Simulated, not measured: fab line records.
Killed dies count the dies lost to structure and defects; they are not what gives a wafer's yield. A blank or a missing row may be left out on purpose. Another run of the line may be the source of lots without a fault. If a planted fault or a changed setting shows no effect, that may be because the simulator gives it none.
Which tool is to blame? || flow sky130 || Sampling: 6 lots, 18 wafers, 2 of 708 route steps

WHAT THE GAUGES SHOWED, per wafer
SKY_VIA1_BOW_MEAS_03.
{"lot": "L406", "measured": "day 33 11:47", "on": "film_metro-02", "VIA1_BOW (um)": "73 82 86"}
{"lot": "L408", "measured": "day 34 14:23", "on": "film_metro-01", "VIA1_BOW (um)": "85 67 74"}
{"lot": "L410", "measured": "day 35 19:46", "on": "film_metro-01", "VIA1_BOW (um)": "79 97 83"}
{"lot": "L414", "measured": "day 36 13:38", "on": "film_metro-02", "VIA1_BOW (um)": "79 83 86"}
{"lot": "L416", "measured": "day 36 23:43", "on": "film_metro-02", "VIA1_BOW (um)": "89 77 79"}
{"lot": "L426", "measured": "day 39 18:35", "on": "film_metro-02", "VIA1_BOW (um)": "82 90 75"}

WHICH TOOL RAN EACH LOT (tool, then ch and the chambers of the sampled wafers, then the start)
{"lot": "L406", "SKY_METAL1_METAL_ETCH_19": "rie_metal-03 ch 0,1, day 33 10:30"}
{"lot": "L408", "SKY_METAL1_METAL_ETCH_19": "rie_metal-02 ch 0,1, day 34 12:43"}
{"lot": "L410", "SKY_METAL1_METAL_ETCH_19": "rie_metal-02 ch 1, day 35 18:31"}
{"lot": "L414", "SKY_METAL1_METAL_ETCH_19": "rie_metal-03 ch 0,1, day 36 12:28"}
{"lot": "L416", "SKY_METAL1_METAL_ETCH_19": "rie_metal-02 ch 0,1, day 36 22:19"}
{"lot": "L426", "SKY_METAL1_METAL_ETCH_19": "rie_metal-03 ch 1, day 39 17:26"}
- SKY_METAL1_METAL_ETCH_19: etches the open film in Cl2/BCl3, stops on SiO2, target depth 360 nm, time 78 s.

THE ANSWER, worked out from the rows above alone
Rule: what is usual is taken from the lots themselves. The widest of any qualifying gaps counts: lots, ordered by their means at a reading, are off when they make up no more than a third of the lots, leave a main group of 4 or more, and stand apart from it by 3 or more times the standard deviation of that group's means. The tables above print the reading to a certain number of digits; a main group whose means all agree to those digits is not used. A lot without any number at a reading at which 4 lots or more have one is off too. All remaining lots with rows at the step are treated as sound.
Across all readings shown, no lot is off: no conclusion can be drawn from this.

WHAT THE SIMULATOR HAD PUT IN
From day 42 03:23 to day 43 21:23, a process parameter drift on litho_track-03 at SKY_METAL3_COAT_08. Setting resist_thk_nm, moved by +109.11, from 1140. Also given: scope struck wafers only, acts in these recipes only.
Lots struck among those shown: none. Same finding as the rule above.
